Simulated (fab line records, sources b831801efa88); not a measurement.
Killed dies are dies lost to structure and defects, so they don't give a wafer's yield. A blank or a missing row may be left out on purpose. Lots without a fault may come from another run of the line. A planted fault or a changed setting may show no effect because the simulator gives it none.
A struck lot beside a sound one | flow gf180mcu | 19 steps out of a route of 602
Sound: wafers L596.3, L596.5, L596.6. Struck: wafer L601.6. (L601.1, L601.3 of the same lot were not struck and are left out.) The cause comes at the end.
At each step with rows: each side's tool, then ch and its chambers, then its first start. Under that, the readings that differ: sound wafers | struck wafers | difference of the means | sigmas: that difference in standard deviations of wafers without a fault.
alike: readings whose means differ by less than 2 such deviations, and words and numbers that are the same on both sides. not compared: withheld readings, readings that some wafer has no value for, bounds like >300 that may hide the same value, and numbers for which the record gives no deviation and whose values overlap.
The two part at a step that has a row with sigmas, a row that says differs or no value, or rows on one side only. Numbers that don't overlap but have no deviation are shown without sigmas and don't part them. A reading that every wafer of one side lacks parts them only if that side has two wafers or more.

first, 2 steps without rows for these wafers: GF_VT_IMPLANT_PEB_05; GF_VT_IMPLANT_DEVELOP_06 (develop time 60 s).
GF_VT_IMPLANT_OVL_MEAS_07:
  sound on overlay-02, day 9 02:12; struck on overlay-01, day 10 06:20
  alike: VT_IMPLANT_OVL
then, 1 step without rows for these wafers: GF_VT_IMPLANT_IMPLANT_08.
GF_VT_IMPLANT_STRIP_09: strips in O2/N2.
  sound on plasma_asher-04 ch 0,1, day 9 02:25; struck on plasma_asher-04 ch 1, day 10 06:32
  alike: chamber_pressure_mTorr, drypump_motor_current_A, heater_power_w, oes_product_au, platen_temp_c, strip_time_to_endpoint_s
  not compared: rf_hours_counter_h
GF_VT_IMPLANT_TW_MEAS_10:
  sound on film_metro-04, day 9 02:30; struck on film_metro-03, day 10 06:38
  alike: VT_IMPLANT_TW
then, 6 steps without rows for these wafers: GF_VT_IMPLANT_DEHYDRATE_11 (time 60 s); GF_VT_IMPLANT_HMDS_12 (prime time 60 s); GF_VT_IMPLANT_COAT_13 (resist thk 1000 nm); GF_VT_IMPLANT_SOFTBAKE_14 (time 60 s); GF_VT_IMPLANT_EXPOSE_15 (exposes mask Nwell LV AREA, target cd 860 nm); GF_VT_IMPLANT_PEB_16.
GF_VT_IMPLANT_DEVELOP_17: develop time 60 s.
  sound on litho_track-01 ch 0, day 9 19:20; struck on litho_track-02 ch 0, day 11 00:42
GF_VT_IMPLANT_OVL_MEAS_18:
  sound on overlay-02, day 9 19:27; struck on overlay-01, day 11 00:51
  not compared: VT_IMPLANT_01_OVL
then, 1 step without rows for these wafers: GF_VT_IMPLANT_IMPLANT_19.
GF_VT_IMPLANT_STRIP_20: strips in O2/N2.
  sound on plasma_asher-03 ch 0,1, day 9 19:40; struck on plasma_asher-04 ch 0, day 11 01:02
  reading                     | sound       | struck | difference | sigmas
  drypump_motor_current_A (A) | 5.9 5.9 5.6 | 4.9    | -0.9       | -2
  heater_power_w (W)          | 349 347 375 | 288    | -69        | -2
  alike: chamber_pressure_mTorr, oes_product_au, platen_temp_c, strip_time_to_endpoint_s
  not compared: rf_hours_counter_h
GF_VT_IMPLANT_TW_MEAS_21:
  sound on film_metro-04, day 9 19:45; struck on film_metro-01, day 11 01:08
  reading         | sound          | struck | difference | sigmas
  VT_IMPLANT_2_TW | 1200 1198 1199 | 30     | -1169      | -99 or more
then, 1 step without rows for these wafers: GF_VT_IMPLANT_DEHYDRATE_22 (time 60 s).
-- the record jumps here: 23 days lie between the struck wafers' starts before and after (it left off in module VT_IMPLANT and takes up again in module PASSIVATION, whose first step shown is number 602 of the route) --
GF_PASSIVATION_PROBE_99:
  the record has rows for the struck wafers here (prober-02, day 34 01:43) and none for the sound ones

WHERE THEY PART
First at GF_VT_IMPLANT_STRIP_20; last, within this record, at GF_PASSIVATION_PROBE_99.

WHY: what the simulator had put in
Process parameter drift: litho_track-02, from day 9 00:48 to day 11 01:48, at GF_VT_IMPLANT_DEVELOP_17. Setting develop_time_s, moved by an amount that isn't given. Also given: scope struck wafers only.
